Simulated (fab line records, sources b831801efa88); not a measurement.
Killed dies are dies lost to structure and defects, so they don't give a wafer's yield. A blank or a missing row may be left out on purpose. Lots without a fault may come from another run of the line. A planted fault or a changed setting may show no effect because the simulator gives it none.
Split-lot experiment | flow gf180mcu | 5 lots, 23 wafers read, on a route of 602 steps

THE SPLIT
At GF_V5_SPUTTER_21 (material Ti, target thk 15 nm, time 80.02 s), the setting power_w was moved away from the recipe's 2500 W on 8 of the 23 wafers read, by -9.6% to +11.2%. The other wafers ran this setting at the recipe's value.

The reading is taken at the split's own step.

THE READING
Ti_of_V5_SPUTTER_21.thk_nm (the simulator's own value, which no gauge read), in nm, at GF_V5_SPUTTER_21 (material Ti, target thk 15 nm, time 80.02 s). The file gives no usual value for it. The 15 wafers here that ran the recipe average 15.16 nm, standard deviation 0.16 nm.

wafer  | tool, chamber at the split | power_w as run, W | against the recipe | Ti_of_V5_SPUTTER_21.thk_nm, nm | against lot-mates on the recipe
L077.4 | pvd_sputter-01, -          | 2500              | recipe             | 14.98                          | -
L077.5 | pvd_sputter-01, -          | 2500              | recipe             | 15.18                          | -
L077.6 | pvd_sputter-01, -          | 2500              | recipe             | 15.01                          | -
L081.1 | pvd_sputter-02, -          | 2500              | recipe             | 14.96                          | -
L081.2 | pvd_sputter-02, -          | 2500              | recipe             | 15.15                          | -
L081.3 | pvd_sputter-02, -          | 2781              | +11.2%             | 16.72                          | +1.66
L081.6 | pvd_sputter-02, -          | 2781              | +11.2%             | 16.72                          | +1.66
L081.5 | pvd_sputter-02, -          | 2781              | +11.2%             | 16.76                          | +1.71
L080.1 | pvd_sputter-02, -          | 2260              | -9.6%              | 13.6                           | -1.78
L080.2 | pvd_sputter-02, -          | 2260              | -9.6%              | 13.77                          | -1.61
L080.3 | pvd_sputter-02, -          | 2500              | recipe             | 15.28                          | -
L080.4 | pvd_sputter-02, -          | 2260              | -9.6%              | 13.89                          | -1.48
L080.6 | pvd_sputter-02, -          | 2500              | recipe             | 15.47                          | -
L083.1 | pvd_sputter-02, -          | 2500              | recipe             | 15.33                          | -
L083.2 | pvd_sputter-02, -          | 2500              | recipe             | 14.99                          | -
L083.3 | pvd_sputter-02, -          | 2500              | recipe             | 15.31                          | -
L083.4 | pvd_sputter-02, -          | 2500              | recipe             | 15.28                          | -
L083.5 | pvd_sputter-02, -          | 2500              | recipe             | 14.96                          | -
L084.1 | pvd_sputter-01, -          | 2592              | +3.7%              | 15.45                          | +0.28
L084.2 | pvd_sputter-01, -          | 2592              | +3.7%              | 15.67                          | +0.50
L084.3 | pvd_sputter-01, -          | 2500              | recipe             | 15.28                          | -
L084.4 | pvd_sputter-01, -          | 2500              | recipe             | 14.97                          | -
L084.5 | pvd_sputter-01, -          | 2500              | recipe             | 15.25                          | -

THE FIT
A straight line over all 23 wafers: Ti_of_V5_SPUTTER_21.thk_nm changes by +0.142 nm for each +1% of power_w; r = +0.98; the points scatter about the line by 0.15 nm.
The same after taking each lot's own level away (the mean of its wafers on the recipe; 23 wafers): +0.156 nm for each +1%; r = +0.99; scatter 0.14 nm.
On that fit, the largest move of power_w shifts the reading by 1.8 nm.
The lots' own levels span 15.055 to 15.375 nm, that is 2.0 times the standard deviation above.
So the lot-to-lot level changes the slope little: the two slopes agree.
Check: with one of the wafers moved furthest among these (+11.2%) left out of the fit, the line predicts +1.73 nm for it against its lot-mates. It came out at +1.66 nm against them.

OTHER SPLITS ON THESE WAFERS
These wafers also went through other splits before the reading. Each is held against what the fit with the lots' levels taken away leaves over:
other split on the same wafers | wafers away from the commonest value | r with Ti_of_V5_SPUTTER_21.thk_nm (lot level and that fit taken away)
GF_M5_PEB_05 peb_temp_c        | 11                                   | +0.23

THE FILE'S OWN FIT
Ti_of_V5_SPUTTER_21.thk_nm changes by +0.155 nm for each +1% of power_w, r = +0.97.
